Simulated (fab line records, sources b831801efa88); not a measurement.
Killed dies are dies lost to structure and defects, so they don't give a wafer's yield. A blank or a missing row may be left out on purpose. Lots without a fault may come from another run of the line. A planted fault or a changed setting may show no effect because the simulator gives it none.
One fault seen from 2 desks | flow gf180mcu | each desk has only its own numbers; what lay behind them comes last

THE TOOL OWNER'S DESK: plasma_asher-03
The tool's own readings at GF_VT_IMPLANT_STRIP_31 (strips in O2/N2): means of the sampled wafers that have a number, for each lot that ran on this tool. A lot is out of limits, marked OUT, if its mean lies more than 4 standard deviations from the usual mean; the brackets give that distance.
Columns: A = chamber_pressure_mTorr at GF_VT_IMPLANT_STRIP_31, usual 1500.1 mTorr; B = drypump_motor_current_A at GF_VT_IMPLANT_STRIP_31, usual 5.7 A; C = heater_power_w at GF_VT_IMPLANT_STRIP_31, usual 329 W; D = oes_product_au at GF_VT_IMPLANT_STRIP_31, usual 0.716 a.u.; E = strip_time_to_endpoint_s at GF_VT_IMPLANT_STRIP_31, usual 12.68 s
lot  | first seen here | A                        | B   | C   | D                | E
L111 | day 7 00:06     | 1498.9                   | 5.7 | 350 | 0.716            | 12.71
L112 | day 7 03:19     | 1500.6                   | 5.9 | 337 | 0.715            | 12.72
L121 | day 9 14:20     | 1803.1 (+99 or more) OUT | 5.5 | 354 | 0.743 (+5.5) OUT | 12.24 (-11) OUT
L122 | day 9 21:56     | 1700.6 (+99 or more) OUT | 5.7 | 339 | 0.731            | 12.40 (-7.3) OUT
L132 | day 12 15:29    | 1501.3                   | 5.7 | 349 | 0.713            | 12.62
L133 | day 12 19:05    | 1499.8                   | 5.9 | 337 | 0.715            | 12.64
This desk's finding: out of limits on L121, L122; first on L121, day 9 14:20 (chamber_pressure_mTorr at GF_VT_IMPLANT_STRIP_31). In limits: L111, L112, L132, L133.

THE METROLOGY DESK
What the gauges read, lot by lot, whatever tool the lot ran on: means of the sampled wafers that have a number. A lot is out of limits, marked OUT, if its mean lies more than 4 standard deviations from the usual mean; the brackets give that distance.
Columns: A = INCOMING_BOW at GF_STI_BOW_MEAS_00, usual -1 um
lot  | first seen here | A
L111 | day 1 10:01     | -1
L112 | day 1 15:04     | -7
L113 | day 1 20:00     | -1
L118 | day 2 21:00     | 1
L121 | day 3 12:04     | -8
L122 | day 3 17:04     | 1
L125 | day 4 08:01     | -7
L126 | day 4 13:00     | 1
L128 | day 4 23:01     | 3
L131 | day 5 14:00     | -2
L132 | day 5 19:00     | 8
L133 | day 6 00:01     | 2
L134 | day 6 05:00     | 2
This desk's finding: nothing out of limits on any of the 13 lots.

PUT TOGETHER
The tool owner's desk could have raised an alarm at day 9 14:20, on L121, L122.
The metrology desk saw nothing out of limits.
The metrology desk has L121, L122 on record, within its limits.
Of the lots named, all ran GF_VT_IMPLANT_STRIP_31 on plasma_asher-03.

WHAT THE SIMULATOR HAD PUT IN
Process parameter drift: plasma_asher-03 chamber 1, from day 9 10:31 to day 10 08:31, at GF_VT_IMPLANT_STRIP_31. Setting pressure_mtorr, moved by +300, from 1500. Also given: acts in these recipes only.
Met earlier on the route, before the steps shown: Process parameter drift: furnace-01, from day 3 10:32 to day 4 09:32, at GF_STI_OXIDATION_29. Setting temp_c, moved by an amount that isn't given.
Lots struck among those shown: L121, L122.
Hours from the fault's start to each desk's first reading out of limits: the tool owner's desk, 4.
